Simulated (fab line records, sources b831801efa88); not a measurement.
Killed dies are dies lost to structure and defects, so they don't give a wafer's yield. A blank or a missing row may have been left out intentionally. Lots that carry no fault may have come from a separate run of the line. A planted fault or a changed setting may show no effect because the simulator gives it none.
The tool behind it: which one? + flow sky130 + 13 lots (39 wafers sampled), 1 step of a 708-step route

WHAT EACH GAUGE READ, for each wafer
SKY_VT_ADJUST_HVTP_OVL_MEAS_08. Usual: VT_ADJUST_HVTP_OVL -1.6 nm, standard deviation 1.4.
| lot  | measured     | on         | VT_ADJUST_HVTP_OVL (nm) | flag |
|------|--------------|------------|-------------------------|------|
| L325 | day 6 11:57  | overlay-01 | 1.3 -1.9 0.4            |      |
| L327 | day 6 21:11  | overlay-01 | -1.8 -1.6 -2.1          |      |
| L328 | day 7 01:33  | overlay-01 | -2.1 -1.9 -1.5          |      |
| L329 | day 7 10:38  | overlay-02 | -3.8 -2.6 -3.3          |      |
| L330 | day 7 15:21  | overlay-01 | 0.1 -1.2 -0.9           |      |
| L331 | day 7 20:38  | overlay-02 | -2.4 -1.5 -4.1          |      |
| L333 | day 8 05:54  | overlay-02 | -3.2 -3.2 -4.1          |      |
| L340 | day 10 09:53 | overlay-01 | -0.9 -2.3 -1.9          |      |
| L341 | day 10 15:29 | overlay-02 | -3.3 -3.9 -3.5          |      |
| L342 | day 10 18:26 | overlay-01 | -2.0 -1.7 -1.4          |      |
| L344 | day 11 06:42 | overlay-02 | -2.5 -2.2 -0.8          |      |
| L345 | day 11 12:54 | overlay-01 | -2.1 -1.6 -1.1          |      |
| L347 | day 12 07:14 | overlay-02 | -1.7 -2.3 0.3           |      |

TOOL THAT RAN EACH LOT (tool first, then ch and the chambers of the sampled wafers, then the start)
The record shows no process step preceding these readings.

AS READ BY THE TOOLS THEMSELVES (means over the sampled wafers that have a number; for cases with no such wafer, the mark the record gives instead)
The record holds no such reading with a usual standard deviation.

THE ANSWER, worked out from the rows above alone
Rule: take the mean of a lot's wafers that have a number; if it is more than 3 standard deviations from the usual mean, the lot is off. Also off: a lot with no number at a reading for which 4 or more lots have one. The other lots that the step has rows for count as sound. Order of review: gauges by route order, followed by the tools' own readings, for which a lot's mean as printed above is used. The first step at which some lot is off is used, and at that step the reading that is off furthest; a lot without a number counts as furthest.
No lot is off on any of the readings shown, so nothing can be concluded from this.

WHAT THE SIMULATOR HAD INSERTED
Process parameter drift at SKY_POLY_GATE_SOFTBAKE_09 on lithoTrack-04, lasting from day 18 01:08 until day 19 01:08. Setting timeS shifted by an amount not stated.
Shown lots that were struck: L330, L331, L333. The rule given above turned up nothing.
